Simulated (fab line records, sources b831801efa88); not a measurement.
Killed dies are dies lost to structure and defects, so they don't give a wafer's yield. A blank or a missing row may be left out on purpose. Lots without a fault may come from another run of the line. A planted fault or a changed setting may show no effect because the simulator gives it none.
fab line records | flow sky130
record lots=5 wafers=23
route steps=708 shown FIELD_ISO@4 DNWELL@39 PWDE@53 NWELL@77 VT_ADJUST_HVTP@91 VT_ADJUST_LVTN@99 VT_ADJUST_NCORE@123
start_h: hours from the record's first day to the start of the lot's first wafer shown | wait_h: hours since the lot's step before | " the same as in the row above | L1.1+2: a row that stands for several wafers | - no value, or no start given | * or withheld: withheld | < > ~ a bound
route shown NAME@n: a module of which the file shows steps, and the number in the route of the first | usual: mean/standard deviation of fault-free wafers | same: alike in all rows | chamber/n: place in a boat | sites: the reading at each site | _std_site: their standard deviation | _edge_site: outer sites' mean less inner sites' | radius_mm: how far each site lies from the wafer's centre | mask NAME#n: copy n | behind: the tool/chamber that last shaped the wafer | hold: why the lot was held/for how many hours/how that ended | device: the transistor (n, p or np) that didn't switch | end of line: the same wafers' tests at the end of the route | a step without rows: its recipe alone | killed: dies lost to structure and defects at the first sort, not the wafer's yield | map: a wafer's dies, x killed, . not, _ none there
set.NAME: the setting as run; set.NAME@STEP: as run at that earlier step | model.NAME: the simulator's own value behind a step, which no gauge read
lots whose settings were changed on purpose; a table a step, a row a wafer
## steps
# step SKY_FIELD_ISO_CVD_03
# recipe material=Si3N4 precursor=DCS/NH3 target_thk_nm=165 temp_c=770 time_s=2830 pressure_mtorr=250
# columns lot.wafer tool chamber start_h wait_h set.temp_c model.Si3N4_of_FIELD_ISO_CVD_03.thk_nm
L076.2 - - - 2.1 756.4 130.6
L076.3 " - " " 756.4 129.7
L076.4+5 " - " " 756.4 129.6
L076.6 " - " " 756.4 129
L080.1 - - - 1.2 783.3 212.9
L080.3 " - " " 783.3 214.1
L080.4 " - " " 783.3 214.2
L080.5 " - " " 783.3 214.5
L080.6 " - " " 783.3 213.9
L081.1+3 - - - 0.1 753 119.1
L081.2 " - " " 753 117.7
L081.4 " - " " 753 118.6
L081.6 " - " " 753 117.3
L082.1 - - - 0.1 747.5 105.3
L082.2+4 " - " " 747.5 106.3
L082.5 " - " " 747.5 106.2
L082.6 " - " " 747.5 105.8
L084.3 lpcvd-02 1 61.69 0.0 770 165.9
L084.5 " 1 " " 770 165.7
L084.6 " 1 " " 770 165.6
# step SKY_FIELD_ISO_THK_MEAS_04
# recipe reads=Si3N4_of_FIELD_ISO_CVD_03
# usual FIELD_ISO_CVD_03_THK=165.7/1.8
# columns lot.wafer tool chamber start_h wait_h set.temp_c@FIELD_ISO_CVD_03 FIELD_ISO_CVD_03_THK[nm]
L076.2 film_metro-01 - - - 756.4 130.7
L076.3 " - " " 756.4 129.8
L076.4 " - " " 756.4 129.7
L076.5 " - " " 756.4 129.6
L076.6 " - " " 756.4 129.0
L080.1 film_metro-03 - - - 783.3 213.0
L080.3 " - " " 783.3 214.1
L080.4 " - " " 783.3 214.1
L080.5 " - " " 783.3 214.5
L080.6 " - " " 783.3 213.8
L081.1 film_metro-01 - - - 753 119.1
L081.2 " - " " 753 117.7
L081.3 " - " " 753 119.0
L081.4 " - " " 753 118.6
L081.6 " - " " 753 117.3
L082.1 film_metro-02 - - - 747.5 105.3
L082.2 " - " " 747.5 106.4
L082.4 " - " " 747.5 106.3
L082.5 " - " " 747.5 106.2
L082.6 " - " " 747.5 105.7
L084.3 film_metro-02 - 63.50 0.0 770 166.0
L084.5 " - " " 770 165.7
L084.6 " - " " 770 165.7
# step SKY_FIELD_ISO_EXPOSE_10
# recipe mask_id=FOM na=0.68 source_shape=annular sigma_inner=0.4 sigma_outer=0.8 target_cd_nm=150 dose_mj=28
# columns lot.wafer tool chamber start_h wait_h mask set.dose_mj
L076.2+3+4+5+6 krf_scanner-02 0 - - FOM#0 28
L080.1+3+4 krf_scanner-01 0 - - FOM#0 29.15
L080.5+6 " 0 " " FOM#0 28
L081.1+2+6 krf_scanner-02 0 - - FOM#0 28
L081.3+4 " 0 " " FOM#0 27.09
L082.1+2+4+5+6 krf_scanner-01 0 - - FOM#0 28
L084.3+5+6 krf_scanner-01 0 - - FOM#0 28
# step SKY_FIELD_ISO_PEB_11
# recipe peb_temp_c=withheld peb_time_s=withheld resist=KrF-thick
# step SKY_FIELD_ISO_DEVELOP_12
# recipe develop_time_s=60 resist=KrF-thick dev_temp_c=21
# step SKY_FIELD_ISO_CD_MEAS_13
# recipe target_cd_nm=150
# usual cd_nm=150.3/0.96
# columns lot.wafer tool chamber start_h wait_h set.dose_mj@FIELD_ISO_EXPOSE_10 cd_nm
L076.2 cd_sem-02 - 42.11 - 28 150.3
L076.3 " - " " 28 150.2
L076.4 " - " " 28 149.7
L076.5 " - " " 28 151.7
L076.6 " - " " 28 149.2
L080.1 cd_sem-01 - 61.11 - 29.15 141.8
L080.3 " - " " 29.15 141.9
L080.4 " - " " 29.15 142.1
L080.5 " - " " 28 149.8
L080.6 " - " " 28 149.8
L081.1 cd_sem-02 - 64.69 - 28 150.7
L081.2 " - " " 28 149.8
L081.3 " - " " 27.09 155.1
L081.4 " - " " 27.09 155.1
L081.6 " - " " 28 149.2
L082.1 cd_sem-02 - 72.28 - 28 150.6
L082.2 " - " " 28 151.6
L082.4 " - " " 28 149.0
L082.5 " - " " 28 150.4
L082.6 " - " " 28 150.6
L084.3 cd_sem-01 - 80.33 - 28 149.9
L084.5 " - " " 28 150.9
L084.6 " - " " 28 149.8
# step SKY_FIELD_ISO_ETCH_14
# recipe chemistry=N2/H2 target=BARC ion_energy_ev=200 source_w=500 bias_w=100 pressure_mtorr=30 n2_flow_sccm=100 h2_flow_sccm=200 stop_on=SiO2 time_s=45.9 target_depth_a=600
# columns lot.wafer tool chamber start_h wait_h set.time_s set.dose_mj@FIELD_ISO_EXPOSE_10 model.FIELD_ISO.cd_nm model.KrF-thick_of_FIELD_ISO_COAT_08.thk_nm
L076.2 rie_diel-03 3 42.21 0.1 45.9 28 150.2 390
L076.3 " 2 " " 45.9 28 150.3 389.9
L076.4 " 1 " " 52.03 28 148.4 383.8
L076.5 " 1 " " 52.03 28 150.1 383.2
L076.6 " 2 " " 45.9 28 149.3 389.7
L080.1 rie_diel-02 0 61.23 0.1 45.9 29.15 141.2 388.8
L080.3 " 2 " " 45.9 29.15 142.4 389.1
L080.4 " 1 " " 45.9 29.15 142.1 389.3
L080.5 " 0 " " 45.9 28 149.1 389.9
L080.6 " 1 " " 45.9 28 149.6 390.5
L081.1 rie_diel-03 3 64.81 0.1 45.9 28 151.1 389.1
L081.2 " 2 " " 49.11 28 148.8 385.7
L081.3 " 1 " " 45.9 27.09 155.7 388.1
L081.4 " 0 " " 49.11 27.09 153.4 384.4
L081.6 " 1 " " 45.9 28 149.2 389.1
L082.1 rie_diel-02 1 72.40 0.1 45.9 28 151.1 390.7
L082.2 " 2 " " 45.9 28 152.5 392.2
L082.4 " 2 " " 40.05 28 150.8 395
L082.5 " 3 " " 40.05 28 152.3 394.6
L082.6 " 1 " " 40.05 28 152 395.7
L084.3 rie_diel-02 2 80.41 0.1 45.9 28 150.7 389.3
L084.5 " 0 " " 45.9 28 151.3 390.1
L084.6 " 3 " " 45.9 28 150.4 387.4
# step SKY_FIELD_ISO_ETCH_15
# recipe chemistry=CHF3/O2 target_depth_nm=180 stop_on=Si source_w=600 bias_w=200 pressure_mtorr=40 chf3_flow_sccm=50 O2_flow_sccm=5 time_s=72
# usual oes_product_au=0.949/0.0076
# columns lot.wafer tool chamber start_h wait_h set.temp_c@FIELD_ISO_CVD_03 set.dose_mj@FIELD_ISO_EXPOSE_10 oes_product_au model.FIELD_ISO.cd_nm
L076.2 rie_diel-03 3 42.25 0.0 756.4 28 0.824 149.4
L076.3 " 2 " " 756.4 28 0.821 150
L076.4 " 1 " " 756.4 28 0.827 147.6
L076.5 " 1 " " 756.4 28 0.826 149.2
L076.6 " 2 " " 756.4 28 0.820 148.6
L080.1 rie_diel-02 0 61.27 0.0 783.3 29.15 0.998 142.7
L080.3 " 2 " " 783.3 29.15 0.990 141.3
L080.4 " 1 " " 783.3 29.15 0.993 142.6
L080.5 " 0 " " 783.3 28 0.998 149.7
L080.6 " 1 " " 783.3 28 0.984 150.3
L081.1 rie_diel-03 3 64.85 0.0 753 28 0.790 150.8
L081.2 " 2 " " 753 28 0.783 147.4
L081.3 " 1 " " 753 27.09 0.787 154.2
L081.4 " 0 " " 753 27.09 0.785 153.7
L081.6 " 1 " " 753 28 0.782 147.9
L082.1 rie_diel-02 1 72.44 0.0 747.5 28 0.741 152.2
L082.2 " 2 " " 747.5 28 0.744 151.5
L082.4 " 2 " " 747.5 28 0.735 150.3
L082.5 " 3 " " 747.5 28 0.745 152.3
L082.6 " 1 " " 747.5 28 0.750 153.6
L084.3 rie_diel-02 2 80.45 0.0 770 28 0.948 149.7
L084.5 " 0 " " 770 28 0.950 152.5
L084.6 " 3 " " 770 28 0.946 149.8
# step SKY_FIELD_ISO_OXIDATION_22
# recipe temp_c=950 ambient=O2 stabilise_s=600 purge_s=300 target_thk_a=100 ox_time_s=623
# columns lot.wafer tool chamber start_h wait_h set.ox_time_s model.SiO2_of_FIELD_ISO_OXIDATION_22.thk_nm
L076.2 - - - 0.0 695.5 10.7
L076.3 " - " " 695.5 11.08
L076.4 " - " " 695.5 10.85
L076.5 " - " " 695.5 10.84
L076.6 " - " " 695.5 11.03
L080.1 - - - 0.2 623 9.87
L080.3 " - " " 623 9.899
L080.4 " - " " 623 9.841
L080.5 " - " " 623 9.776
L080.6 " - " " 623 9.938
L081.1 - - - 0.8 667.3 10.49
L081.2 " - " " 667.3 10.3
L081.3 " - " " 667.3 10.45
L081.4 " - " " 667.3 10.53
L081.6 " - " " 667.3 10.4
L082.1 - - - 0.0 565.7 9.487
L082.2 " - " " 565.7 9.383
L082.4 " - " " 565.7 9.331
L082.5 " - " " 565.7 9.353
L082.6 " - " " 565.7 9.47
L084.3 furnace-01 0 80.97 0.0 623 9.648
L084.5 " 0 " " 623 9.848
L084.6 " 0 " " 623 9.798
# step SKY_FIELD_ISO_THK_MEAS_23
# recipe reads=SiO2_of_FIELD_ISO_OXIDATION_22
# usual FIELD_ISO_OXIDATION_01_THK=10.08/0.21
# columns lot.wafer tool chamber start_h wait_h set.ox_time_s@FIELD_ISO_OXIDATION_22 FIELD_ISO_OXIDATION_01_THK[nm]
L076.2 film_metro-03 - - - 695.5 10.73
L076.3 " - " " 695.5 11.08
L076.4 " - " " 695.5 10.82
L076.5 " - " " 695.5 10.82
L076.6 " - " " 695.5 11.07
L080.1 film_metro-03 - - - 623 9.88
L080.3 " - " " 623 9.90
L080.4 " - " " 623 9.82
L080.5 " - " " 623 9.77
L080.6 " - " " 623 9.95
L081.1 film_metro-02 - - - 667.3 10.48
L081.2 " - " " 667.3 10.30
L081.3 " - " " 667.3 10.42
L081.4 " - " " 667.3 10.50
L081.6 " - " " 667.3 10.41
L082.1 film_metro-03 - - - 565.7 9.45
L082.2 " - " " 565.7 9.44
L082.4 " - " " 565.7 9.32
L082.5 " - " " 565.7 9.33
L082.6 " - " " 565.7 9.43
L084.3 film_metro-03 - 82.16 0.0 623 9.62
L084.5 " - " " 623 9.84
L084.6 " - " " 623 9.77
# step SKY_DNWELL_EXPOSE_04
# recipe mask_id=DNM na=0.57 target_cd_nm=3000 dose_mj=222
# columns lot.wafer tool chamber start_h wait_h mask set.dose_mj
L076.2+4+6 iline_stepper-02 0 - - DNM#0 222
L076.3+5 " 0 " " DNM#0 232.7
L080.1+4+5 iline_stepper-01 0 - - DNM#0 222
L080.3+6 " 0 " " DNM#0 233.1
L081.1+3+4 iline_stepper-01 0 - - DNM#0 222
L081.2+6 " 0 " " DNM#0 238
L082.1+2+4 iline_stepper-01 0 - - DNM#0 230.2
L082.5+6 " 0 " " DNM#0 222
L084.3+5+6 iline_stepper-02 0 - - DNM#0 222
# step SKY_DNWELL_PEB_05
# recipe temp_c=115 time_s=withheld
# step SKY_DNWELL_DEVELOP_06
# recipe wall_angle_deg=90 developer=TMAH develop_time_s=57.7 dev_temp_c=23
# columns lot.wafer tool chamber start_h wait_h set.dose_mj@DNWELL_EXPOSE_04 model.DNWELL.cd_nm
L076.2+4+6 litho_track-04 0 - - 222 2994
L076.3 " 0 " " 232.7 3010
L076.5 " 0 " " 232.7 3009
L080.1 litho_track-03 0 - - 222 2983
L080.3 " 0 " " 233.1 2995
L080.4+5 " 0 " " 222 2984
L080.6 " 0 " " 233.1 2999
L081.1 litho_track-04 0 - - 222 2993
L081.2 " 0 " " 238 3016
L081.3 " 0 " " 222 2997
L081.4 " 0 " " 222 2998
L081.6 " 0 " " 238 3018
L082.1+2 litho_track-01 0 - - 230.2 2998
L082.4 " 0 " " 230.2 2997
L082.5+6 " 0 " " 222 2987
L084.3 litho_track-04 0 - - 222 2989
L084.5 " 0 " " 222 2990
L084.6 " 0 " " 222 2993
# step SKY_PWDE_IMPLANT_08
# recipe species=B energy_kev=150 dose_cm2=3.6e+12 tilt_deg=withheld
# columns lot.wafer tool chamber start_h wait_h set.energy_kev model.implant.rp_nm
L076.2+5 implanter-02 0 81.96 0.0 158.5 440.1
L076.3+4+6 " 0 " " 150 421.4
L080.1+3+4+5+6 implanter-02 0 101.98 0.0 150 452.7
L081.1+2+3+4+6 implanter-04 0 107.88 0.0 150 418.2
L082.1+5+6 implanter-04 0 114.39 0.0 158.5 457
L082.2+4 " 0 " " 150 437.6
L084.3+5+6 implanter-03 0 126.13 0.1 150 438.5
# step SKY_NWELL_IMPLANT_24
# recipe species=B energy_kev=140 dose_cm2=9.2e+12 tilt_deg=withheld
# columns lot.wafer tool chamber start_h wait_h set.energy_kev model.implant.drp_nm
L076.2+3 implanter-01 0 118.37 0.0 140 95.47
L076.4+5+6 " 0 " " 136.1 94.43
L080.1+3+5 implanter-01 0 139.28 0.0 140 95.47
L080.4+6 " 0 " " 133 93.58
L081.1+2+3+4+6 implanter-01 0 146.33 0.0 140 95.47
L082.1+2+6 implanter-04 0 152.19 0.0 131.7 93.22
L082.4+5 " 0 " " 140 95.47
L084.3+5+6 implanter-04 0 165.58 0.1 140 95.47
# step SKY_VT_ADJUST_HVTP_DEVELOP_06
# recipe resist=NOVOLAK developer=TMAH develop_time_s=60 dev_temp_c=23
# columns lot.wafer tool chamber start_h wait_h set.dev_temp_c
L076.2+3+4 litho_track-03 0 137.45 0.1 25.88
L076.5+6 " 0 " " 23
L080.1+5+6 litho_track-03 0 159.18 0.1 23
L080.3+4 " 0 " " 19.59
L081.1+3+6 litho_track-02 0 166.56 0.1 24.58
L081.2+4 " 0 " " 23
L082.1+2+4+5+6 litho_track-02 0 173.06 0.1 23
L084.3+5+6 litho_track-03 0 186.68 0.1 23
# step SKY_VT_ADJUST_HVTP_CD_MEAS_07
# recipe target_cd_nm=380
# usual cd_nm=380.1/2.2
# columns lot.wafer tool chamber start_h wait_h set.dev_temp_c@VT_ADJUST_HVTP_DEVELOP_06 cd_nm
L076.2 cd_sem-02 - 137.60 0.1 25.88 370.9
L076.3 " - " " 25.88 369.9
L076.4 " - " " 25.88 372.1
L076.5 " - " " 23 378.8
L076.6 " - " " 23 383.3
L080.1 cd_sem-01 - 159.33 0.1 23 377.3
L080.3 " - " " 19.59 386.6
L080.4 " - " " 19.59 386.8
L080.5 " - " " 23 375.2
L080.6 " - " " 23 375.5
L081.1 cd_sem-02 - 166.71 0.1 24.58 373.3
L081.2 " - " " 23 378.2
L081.3 " - " " 24.58 372.5
L081.4 " - " " 23 379.4
L081.6 " - " " 24.58 373.5
L082.1 cd_sem-01 - 173.21 0.1 23 380.6
L082.2 " - " " 23 378.6
L082.4 " - " " 23 378.2
L082.5 " - " " 23 378.8
L082.6 " - " " 23 379.2
L084.3 cd_sem-02 - 186.82 0.1 23 379.1
L084.5 " - " " 23 377.9
L084.6 " - " " 23 380.0
# step SKY_VT_ADJUST_LVTN_COAT_02
# recipe spin_rpm=2000 resist_thk_nm=3000
# columns lot.wafer tool chamber start_h wait_h set.spin_rpm model.coat_of_VT_ADJUST_LVTN_COAT_02.thk_nm
L076.2 litho_track-03 0 147.10 0.1 2111 2923
L076.3 " 0 " " 2000 3000
L076.4 " 0 " " 2111 2927
L076.5 " 0 " " 2000 3003
L076.6 " 0 " " 2111 2915
L080.1 litho_track-01 0 169.04 0.1 2000 3001
L080.3 " 0 " " 1886 3092
L080.4+6 " 0 " " 1886 3099
L080.5 " 0 " " 2000 3000
L081.1 litho_track-03 0 177.53 0.1 2106 2939
L081.2 " 0 " " 2000 3005
L081.3 " 0 " " 2106 2938
L081.4 " 0 " " 2106 2932
L081.6 " 0 " " 2000 3010
L082.1 litho_track-04 0 183.84 0.1 2000 3000
L082.2+4 " 0 " " 2107 2924
L082.5 " 0 " " 2107 2930
L082.6 " 0 " " 2000 3007
L084.3 litho_track-04 0 197.39 0.1 2000 2994
L084.5 " 0 " " 2000 2984
L084.6 " 0 " " 2000 2991
# step SKY_VT_ADJUST_LVTN_SOFTBAKE_03
# recipe temp_c=110 time_s=withheld
# step SKY_VT_ADJUST_LVTN_EXPOSE_04
# recipe mask_id=NWM_COMPLEMENT_LESS_NATIVE na=0.6 source_shape=conventional sigma_outer=0.6 polarization=unpolarized target_cd_nm=840 dose_mj=194
# step SKY_VT_ADJUST_LVTN_IMPLANT_08
# recipe species=B energy_kev=30 dose_cm2=1.57e+12 tilt_deg=withheld
# step SKY_VT_ADJUST_LVTN_STRIP_09
# recipe chemistry=O2/N2 power_w=1400 pressure_mtorr=1500 platen_temp_c=withheld o2_flow_sccm=3000 n2_flow_sccm=300 overash_fraction=0.5
# usual strip_time_to_endpoint_s=36.88/0.097
# columns lot.wafer tool chamber start_h wait_h set.spin_rpm@VT_ADJUST_LVTN_COAT_02 strip_time_to_endpoint_s
L076.2 plasma_asher-03 1 157.62 0.1 2111 36.04
L076.3 " 1 " " 2000 36.94
L076.4 " 0 " " 2111 36.10
L076.5 " 1 " " 2000 36.96
L076.6 " 0 " " 2111 35.95
L080.1 plasma_asher-03 0 180.51 0.1 2000 36.93
L080.3 " 1 " " 1886 37.97
L080.4 " 0 " " 1886 38.04
L080.5 " 0 " " 2000 36.90
L080.6 " 1 " " 1886 38.04
L081.1 plasma_asher-02 1 188.23 0.1 2106 36.23
L081.2 " 0 " " 2000 36.97
L081.3 " 1 " " 2106 36.22
L081.4 " 0 " " 2106 36.16
L081.6 " 1 " " 2000 37.03
L082.1 plasma_asher-04 1 194.11 0.1 2000 36.92
L082.2 " 0 " " 2107 36.04
L082.4 " 1 " " 2107 36.04
L082.5 " 0 " " 2107 36.11
L082.6 " 1 " " 2000 36.99
L084.3 plasma_asher-03 1 208.71 0.1 2000 36.84
L084.5 " 0 " " 2000 36.72
L084.6 " 1 " " 2000 36.81
# step SKY_VT_ADJUST_NCORE_EXPOSE_04
# recipe mask_id=LVTN_COMPLEMENT_THIN na=0.6 source_shape=conventional sigma_outer=0.6 polarization=unpolarized target_cd_nm=380 dose_mj=139
# columns lot.wafer tool chamber start_h wait_h mask set.dose_mj
L076.2+3+6 iline_stepper-02 0 - - LVTN_COMPLEMENT_THIN#0 139
L076.4+5 " 0 " " LVTN_COMPLEMENT_THIN#0 141.6
L080.1+3+4+5+6 iline_stepper-01 0 - - LVTN_COMPLEMENT_THIN#0 139
L081.1+2+3 iline_stepper-02 0 - - LVTN_COMPLEMENT_THIN#0 139
L081.4+6 " 0 " " LVTN_COMPLEMENT_THIN#0 145.2
L082.1+5+6 iline_stepper-01 0 - - LVTN_COMPLEMENT_THIN#0 146.6
L082.2+4 " 0 " " LVTN_COMPLEMENT_THIN#0 139
L084.3+5+6 iline_stepper-02 0 - - LVTN_COMPLEMENT_THIN#0 139
# step SKY_VT_ADJUST_NCORE_PEB_05
# recipe temp_c=withheld time_s=* resist=NOVOLAK
# step SKY_VT_ADJUST_NCORE_DEVELOP_06
# recipe resist=NOVOLAK developer=TMAH develop_time_s=60 dev_temp_c=23
# step SKY_VT_ADJUST_NCORE_CD_MEAS_07
# recipe target_cd_nm=380
# usual cd_nm=380.8/2.7
# columns lot.wafer tool chamber start_h wait_h set.dose_mj@VT_ADJUST_NCORE_EXPOSE_04 cd_nm
L076.2 cd_sem-02 - 199.28 0.1 139 379.8
L076.3 " - " " 139 381.8
L076.4 " - " " 141.6 385.7
L076.5 " - " " 141.6 386.2
L076.6 " - " " 139 382.4
L080.1 cd_sem-01 - 224.23 0.1 139 380.6
L080.3 " - " " 139 381.7
L080.4 " - " " 139 381.6
L080.5 " - " " 139 381.1
L080.6 " - " " 139 378.9
L081.1 cd_sem-01 - 232.81 0.1 139 382.2
L081.2 " - " " 139 381.6
L081.3 " - " " 139 380.6
L081.4 " - " " 145.2 394.3
L081.6 " - " " 145.2 394.0
L082.1 cd_sem-02 - 240.09 0.1 146.6 391.9
L082.2 " - " " 139 378.5
L082.4 " - " " 139 377.1
L082.5 " - " " 146.6 391.6
L082.6 " - " " 146.6 394.9
L084.3 cd_sem-01 - 254.18 0.1 139 385.6
L084.5 " - " " 139 382.4
L084.6 " - " " 139 383.7
## key
split step=SKY_FIELD_ISO_CVD_03 setting=temp_c stated=770 by=lot
response step=SKY_FIELD_ISO_CVD_03 reading=model.Si3N4_of_FIELD_ISO_CVD_03.thk_nm change=+23.3 per=1% r=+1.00
response step=SKY_FIELD_ISO_THK_MEAS_04 reading=FIELD_ISO_CVD_03_THK change=+23.3 per=1% r=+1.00
response step=SKY_FIELD_ISO_ETCH_15 reading=oes_product_au change=+0.0549 per=1% r=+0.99
split step=SKY_FIELD_ISO_EXPOSE_10 setting=dose_mj stated=28 by=wafer
response step=SKY_FIELD_ISO_CD_MEAS_13 reading=cd_nm change=-1.8 per=1% r=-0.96
response step=SKY_FIELD_ISO_ETCH_14 reading=model.FIELD_ISO.cd_nm change=-1.69 per=1% r=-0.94
response step=SKY_FIELD_ISO_ETCH_15 reading=model.FIELD_ISO.cd_nm change=-1.78 per=1% r=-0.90
split step=SKY_FIELD_ISO_ETCH_14 setting=time_s stated=45.9 by=wafer
response step=SKY_FIELD_ISO_ETCH_14 reading=model.KrF-thick_of_FIELD_ISO_COAT_08.thk_nm change=-0.405 per=1% r=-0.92
split step=SKY_FIELD_ISO_OXIDATION_22 setting=ox_time_s stated=623 by=lot
response step=SKY_FIELD_ISO_OXIDATION_22 reading=model.SiO2_of_FIELD_ISO_OXIDATION_22.thk_nm change=+0.0722 per=1% r=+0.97
response step=SKY_FIELD_ISO_THK_MEAS_23 reading=FIELD_ISO_OXIDATION_01_THK change=+0.0725 per=1% r=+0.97
split step=SKY_DNWELL_EXPOSE_04 setting=dose_mj stated=222 by=wafer
response step=SKY_DNWELL_DEVELOP_06 reading=model.DNWELL.cd_nm change=+2.93 per=1% r=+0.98
split step=SKY_PWDE_IMPLANT_08 setting=energy_kev stated=150 by=wafer
response step=SKY_PWDE_IMPLANT_08 reading=model.implant.rp_nm change=+3.37 per=1% r=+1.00
split step=SKY_NWELL_IMPLANT_24 setting=energy_kev stated=140 by=wafer
response step=SKY_NWELL_IMPLANT_24 reading=model.implant.drp_nm change=+0.38 per=1% r=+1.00
split step=SKY_VT_ADJUST_HVTP_DEVELOP_06 setting=dev_temp_c stated=23 by=wafer
response step=SKY_VT_ADJUST_HVTP_CD_MEAS_07 reading=cd_nm change=-0.764 per=1% r=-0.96
split step=SKY_VT_ADJUST_LVTN_COAT_02 setting=spin_rpm stated=2000 by=wafer
response step=SKY_VT_ADJUST_LVTN_COAT_02 reading=model.coat_of_VT_ADJUST_LVTN_COAT_02.thk_nm change=-14.9 per=1% r=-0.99
response step=SKY_VT_ADJUST_LVTN_STRIP_09 reading=strip_time_to_endpoint_s change=* per=1% r=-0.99
split step=SKY_VT_ADJUST_NCORE_EXPOSE_04 setting=dose_mj stated=139 by=wafer
response step=SKY_VT_ADJUST_NCORE_CD_MEAS_07 reading=cd_nm change=+2.77 per=1% r=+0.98
